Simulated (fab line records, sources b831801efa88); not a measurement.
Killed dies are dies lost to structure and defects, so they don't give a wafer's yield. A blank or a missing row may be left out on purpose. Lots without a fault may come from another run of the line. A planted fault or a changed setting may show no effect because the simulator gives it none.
fab line records | flow sky130 | part 2 of 2: steps 31 to 39 of 39
record lots=5 wafers=15 last_day=49
route steps=708 shown LOCAL_INTERCONNECT@394 CONTACT@406
lots that met no fault: from a run of the same line without faults
start_h: hours from the record's first day to the start of the lot's first wafer shown | wait_h: hours since the lot's step before | " the same as in the row above | L1.1+2: a row that stands for several wafers | - no value, or no start given | * or withheld: withheld | < > ~ a bound
route shown NAME@n: a module of which the file shows steps, and the number in the route of the first | usual: mean/standard deviation of fault-free wafers | same: alike in all rows | chamber/n: place in a boat | sites: the reading at each site | _std_site: their standard deviation | _edge_site: outer sites' mean less inner sites' | radius_mm: how far each site lies from the wafer's centre | mask NAME#n: copy n | behind: the tool/chamber that last shaped the wafer | hold: why the lot was held/for how many hours/how that ended | device: the transistor (n, p or np) that didn't switch | end of line: the same wafers' tests at the end of the route | a step without rows: its recipe alone | killed: dies lost to structure and defects at the first sort, not the wafer's yield | map: a wafer's dies, x killed, . not, _ none there
set.NAME: the setting as run; set.NAME@STEP: as run at that earlier step | model.NAME: the simulator's own value behind a step, which no gauge read
lots at some steps of the route; a table a step, a row a wafer
services: from which hour (start_h, from the record's first day; less than 0 if before it) a tool's chamber was out of use, for how many hours, and why
## steps
# step SKY_CONTACT_ETCH_18
# recipe target=Si3N4 chemistry=CHF3/O2 stop_on=TiN source_w=600 bias_w=200 pressure_mtorr=40 chf3_flow_sccm=50 O2_flow_sccm=5 time_s=39 target_depth_a=750
# usual drypump_motor_current_A=5.8/0.34 oes_product_au=0.854/0.0078 throttle_valve_pct=8.793/0.0089
# columns lot.wafer tool chamber start_h wait_h drypump_motor_current_A oes_product_au rf_hours_counter_h throttle_valve_pct
L078.2 rie_diel-03 1 - - 5.3 0.849 17 8.776
L078.4 " 3 " " 6.3 0.855 12 8.787
L078.5 " 0 " " 5.8 0.851 - 8.798
L083.1 rie_diel-03 1 - - 5.3 0.853 18 8.785
L083.2 " 0 " " 5.8 0.846 21 8.779
L083.4 " 3 " " 6.3 0.850 13 8.794
L090.2 rie_diel-02 2 - - 6.4 0.856 4 8.804
L090.5 " 2 " " 6.4 0.870 - 8.790
L090.6 " 3 " " 6.0 0.863 - 8.785
L092.2 rie_diel-03 0 - - 5.9 0.856 22 8.788
L092.3 " 2 " " 5.5 0.841 7 8.790
L092.6 " 0 " " 5.9 0.854 - 8.794
L094.1 rie_diel-03 2 - - 5.5 0.853 8 8.790
L094.3 " 3 " " 6.2 0.854 16 8.788
L094.5 " 2 " " 5.5 0.863 - 8.808
# step SKY_CONTACT_STRIP_19
# recipe chemistry=O2/N2 power_w=1400 pressure_mtorr=1500 platen_temp_c=withheld o2_flow_sccm=3000 n2_flow_sccm=300 overash_fraction=0.5
# usual drypump_motor_current_A=5.8/0.33 oes_product_au=0.379/0.0051 strip_time_to_endpoint_s=3.613/0.022
# columns lot.wafer tool chamber start_h wait_h drypump_motor_current_A oes_product_au rf_hours_counter_h strip_time_to_endpoint_s
L078.2 plasma_asher-03 1 752.04 - 5.7 0.381 64 3.607
L078.4 " 0 " " 5.8 0.383 - 3.635
L078.5 " 0 " " 5.7 0.387 - 3.632
L083.1 plasma_asher-03 0 792.32 - 5.8 0.375 68 3.596
L083.2 " 1 " " 5.7 0.389 68 3.600
L083.4 " 0 " " 5.8 0.382 - 3.658
L090.2 plasma_asher-02 0 844.62 - 6.1 0.380 97 3.657
L090.5 " 1 " " 5.4 0.387 - 3.647
L090.6 " 0 " " 6.1 0.377 - 3.600
L092.2 plasma_asher-03 0 856.76 - 5.7 0.376 74 3.611
L092.3 " 0 " " 5.8 0.376 - 3.620
L092.6 " 0 " " 5.8 0.375 - 3.590
L094.1 plasma_asher-02 1 876.89 - 5.5 0.378 100 3.626
L094.3 " 0 " " 6.1 0.375 - 3.660
L094.5 " 1 " " 5.5 0.386 - 3.621
# step SKY_CONTACT_STRIP_20
# recipe chemistry=post_etch_residue_remover time_s=1200 temp_c=72.5
# usual temp_c=72.50/0.12
# columns lot.wafer tool chamber start_h wait_h temp_c
L078.2 wet_bench-01 2 752.14 0.1 72.66
L078.4 " 2 " " 72.68
L078.5 " 2 " " 72.76
L083.1 wet_bench-01 3 792.42 0.1 72.59
L083.2 " 3 " " 72.53
L083.4 " 3 " " 72.46
L090.2 wet_bench-03 2 845.04 0.4 72.57
L090.5 " 2 " " 72.49
L090.6 " 2 " " 72.60
L092.2 wet_bench-03 3 856.86 0.1 72.51
L092.3 " 3 " " 72.58
L092.6 " 3 " " 72.42
L094.1 wet_bench-03 3 876.99 0.1 72.46
L094.3 " 3 " " 72.47
L094.5 " 3 " " 72.57
# step SKY_CONTACT_CLEAN_21
# recipe chemistry=IPA time_s=180 temp_c=25
# usual temp_c=25.00/0.13
# columns lot.wafer tool chamber start_h wait_h temp_c
L078.2 wet_bench-03 1 752.48 0.0 25.01
L078.4 " 1 " " 24.93
L078.5 " 1 " " 25.06
L083.1 wet_bench-03 3 792.79 0.0 24.86
L083.2 " 3 " " 24.92
L083.4 " 3 " " 25.02
L090.2 wet_bench-03 3 845.48 0.1 24.96
L090.5 " 3 " " 24.80
L090.6 " 3 " " 25.02
L092.2 wet_bench-03 1 857.20 0.0 24.80
L092.3 " 1 " " 24.92
L092.6 " 1 " " 25.06
L094.1 wet_bench-01 1 877.67 0.0 24.99
L094.3 " 1 " " 25.00
L094.5 " 1 " " 25.07
# step SKY_CONTACT_CLEAN_22
# recipe chemistry=O3/DIW dry=n2_spin
# columns lot.wafer tool chamber start_h wait_h
L078.2+4+5 wet_bench-02 3 752.54 0.0
L083.1+2+4 wet_bench-01 0 792.85 0.0
L090.2+5+6 wet_bench-03 0 845.66 0.1
L092.2+3+6 wet_bench-03 1 857.26 0.0
L094.1+3+5 wet_bench-02 3 877.74 0.0
# step SKY_CONTACT_SPUTTER_23
# recipe material=TiN target_thk_nm=20 chamber_pressure_pa=5 power_w=4000 time_s=80
# usual throttle_valve_pct=29.5/1.4
# columns lot.wafer tool chamber start_h wait_h throttle_valve_pct
L078.2 pvd_sputter-02 - 752.63 0.0 30.8
L078.4 " - " " 30.3
L078.5 " - " " 26.9
L083.1 pvd_sputter-01 - 792.95 0.0 32.0
L083.2 " - " " 28.9
L083.4 " - " " 28.7
L090.2 pvd_sputter-04 - 845.77 0.0 28.8
L090.5 " - " " 28.8
L090.6 " - " " 30.1
L092.2 pvd_sputter-02 - 857.35 0.0 26.8
L092.3 " - " " 28.8
L092.6 " - " " 30.8
L094.1 pvd_sputter-01 - 877.83 0.0 32.2
L094.3 " - " " 28.8
L094.5 " - " " 28.7
# step SKY_CONTACT_CVD_24
# recipe material=W target_thk_nm=340 time_s=102.12 temp_c=400 pressure_torr=40
# usual heater_power_w=962/99
# columns lot.wafer tool chamber start_h wait_h heater_power_w
L078.2 cvd_w-02 1 752.69 0.0 835
L078.4 " 0 " " 1024
L078.5 " 0 " " 1044
L083.1 cvd_w-02 1 793.02 0.0 844
L083.2 " 0 " " 1061
L083.4 " 0 " " 1015
L090.2 cvd_w-01 1 845.83 0.0 882
L090.5 " 0 " " 1079
L090.6 " 1 " " 866
L092.2 cvd_w-01 0 857.41 0.0 1086
L092.3 " 0 " " 1098
L092.6 " 1 " " 916
L094.1 cvd_w-01 1 877.89 0.0 897
L094.3 " 1 " " 889
L094.5 " 1 " " 880
# step SKY_CONTACT_RS_MEAS_25
# recipe thk_meas_gauge=four-point-probe reads=W_of_CONTACT_CVD_24+TiN_of_CONTACT_SPUTTER_23
# usual CONTACT_W_RS=0.339/0.0042
# columns lot.wafer tool chamber start_h wait_h CONTACT_W_RS[ohm/sq]
L078.2 film_metro-02 - 752.82 0.1 0.345
L078.4 " - " " 0.340
L078.5 " - " " 0.342
L083.1 film_metro-01 - 793.13 0.1 0.339
L083.2 " - " " 0.339
L083.4 " - " " 0.338
L090.2 film_metro-03 - 845.96 0.1 0.335
L090.5 " - " " 0.339
L090.6 " - " " 0.337
L092.2 film_metro-02 - 857.54 0.1 0.336
L092.3 " - " " 0.330
L092.6 " - " " 0.328
L094.1 film_metro-02 - 878.11 0.2 0.339
L094.3 " - " " 0.337
L094.5 " - " " 0.334
# step SKY_CONTACT_THK_MEAS_26
# recipe thk_meas_gauge=xrf reads=W_of_CONTACT_CVD_24
# usual CONTACT_W_THK=321/4.9
# columns lot.wafer tool chamber start_h wait_h CONTACT_W_THK[nm]
L078.2 film_metro-02 - 752.93 0.1 314
L078.4 " - " " 318
L078.5 " - " " 318
L083.1 film_metro-01 - 793.25 0.1 320
L083.2 " - " " 320
L083.4 " - " " 320
L090.2 film_metro-03 - 846.07 0.1 326
L090.5 " - " " 324
L090.6 " - " " 323
L092.2 film_metro-02 - 857.65 0.1 324
L092.3 " - " " 328
L092.6 " - " " 333
L094.1 film_metro-02 - 878.23 0.1 318
L094.3 " - " " 320
L094.5 " - " " 321
## services
# columns tool chamber start_h hours kind
hdpcvd-02 - 689.94 0.9 repair
krf_scanner-02 - 701.49 0.4 repair
krf_scanner-01 - 709.52 1.3 pm
krf_scanner-01 - 711.88 5.7 repair
krf_scanner-01 - 712.76 0.4 repair
plasma_asher-03 - 718.20 19.1 repair
wet_bench-04 - 728.45 1.1 repair
rie_diel-03 1 765.21 4.5 repair
rie_metal-04 - 772.48 0.7 repair
hdpcvd-02 - 777.89 1.2 repair
krf_scanner-01 - 789.70 1.5 repair
rie_diel-03 0 796.95 8.5 repair
krf_scanner-02 - 799.05 1.0 pm
krf_scanner-02 - 801.22 1.3 pm
hdpcvd-02 - 802.50 2.7 pm
krf_scanner-02 - 807.03 4.0 pm
plasma_asher-03 - 808.62 3.0 repair
krf_scanner-02 - 816.74 0.8 pm
wet_bench-01 - 825.67 38.4 pm
rie_diel-03 0 839.57 15.2 repair
rie_metal-04 1 854.78 7.0 repair
krf_scanner-02 - 859.39 8.4 repair
rie_diel-03 0 875.14 11.4 repair
wet_bench-01 - 876.34 1.2 repair
